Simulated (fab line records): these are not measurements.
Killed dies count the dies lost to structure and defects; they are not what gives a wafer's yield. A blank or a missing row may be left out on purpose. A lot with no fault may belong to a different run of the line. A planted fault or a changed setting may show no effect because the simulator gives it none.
Struck lot and sound lot, side by side || flow sky130 || 14 out of 708 route steps
Sound: these wafers, L650.1, L650.4, L650.5. The struck wafers were L666.3, L666.4, L666.6. The cause comes at the end.
For every step that has rows: the tool of each side, followed by ch and its chambers, followed by its first start. Under that, the readings that differ: sound wafers || struck wafers || difference of the means || sigmas: that difference in standard deviations of wafers without a fault.
alike: same words and numbers on both sides, and readings whose means sit less than 2 such deviations apart. not compared: any withheld reading, any reading some wafer has no value for, any bound like >300 that may hide the same value, and any number with overlapping values for which the record gives no deviation.
Wherever a step has rows on one side only, a row that says differs or no value, or a row with sigmas, the two part there. Numbers that don't overlap but have no deviation are shown without sigmas and don't part them. Lack of a reading on every wafer of one side parts them only where that side has two or more wafers.

first, 5 steps without rows for these wafers: SKY_LDD_N_IMPLANT_11; SKY_LDD_N_IMPLANT_12; SKY_LDD_N_IMPLANT_13; SKY_LDD_N_IMPLANT_14; SKY_LDD_N_IMPLANT_15.
SKY_LDD_N_STRIP_16: strips in O2/N2.
  sound on plasma asher-02 ch 0,1, day 20 05:39; struck on plasma asher-02 ch 0,1, day 25 19:14
  alike: drypump motor current A, oes product au, strip time to endpoint s
  not compared: rf hours counter h
SKY_LDD_N_TW_MEAS_17:
  sound on film metro-03 at day 20 05:45; struck on film metro-02 at day 25 19:19
{"reading": "LDD_N_TW", "sound": "2636 2628 2628", "struck": "2593 2595 2588", "difference": -39, "sigmas": -2}
then, 5 steps without rows for these wafers: SKY_LDD_P_DEHYDRATE_00 (time 60 s); SKY_LDD_P_HMDS_01 (prime time 60 s); SKY_LDD_P_COAT_02 (resist thk 1140 nm); SKY_LDD_P_SOFTBAKE_03 (time 60 s); SKY_LDD_P_EXPOSE_04 (exposes mask PSDM, target cd 380 nm).
SKY_LDD_P_PEB_05:
  sound on litho track-03 ch 0, day 21 12:25; struck on litho track-03, day 26 23:22
{"reading": "exhaust pa (Pa)", "sound": "43.9 44.4 44.1", "struck": "- - -", "difference": "no value on the struck wafers", "sigmas": ""}
  not compared: chill plate temp C, resist line temp C
then, 1 step without rows for these wafers: SKY_LDD_P_DEVELOP_06 (develop time 60 s).

## WHERE THEY PART
Last at SKY_LDD_P_PEB_05 as far as this record goes, first at SKY_LDD_N_TW_MEAS_17.

WHY: what had been put in by the simulator
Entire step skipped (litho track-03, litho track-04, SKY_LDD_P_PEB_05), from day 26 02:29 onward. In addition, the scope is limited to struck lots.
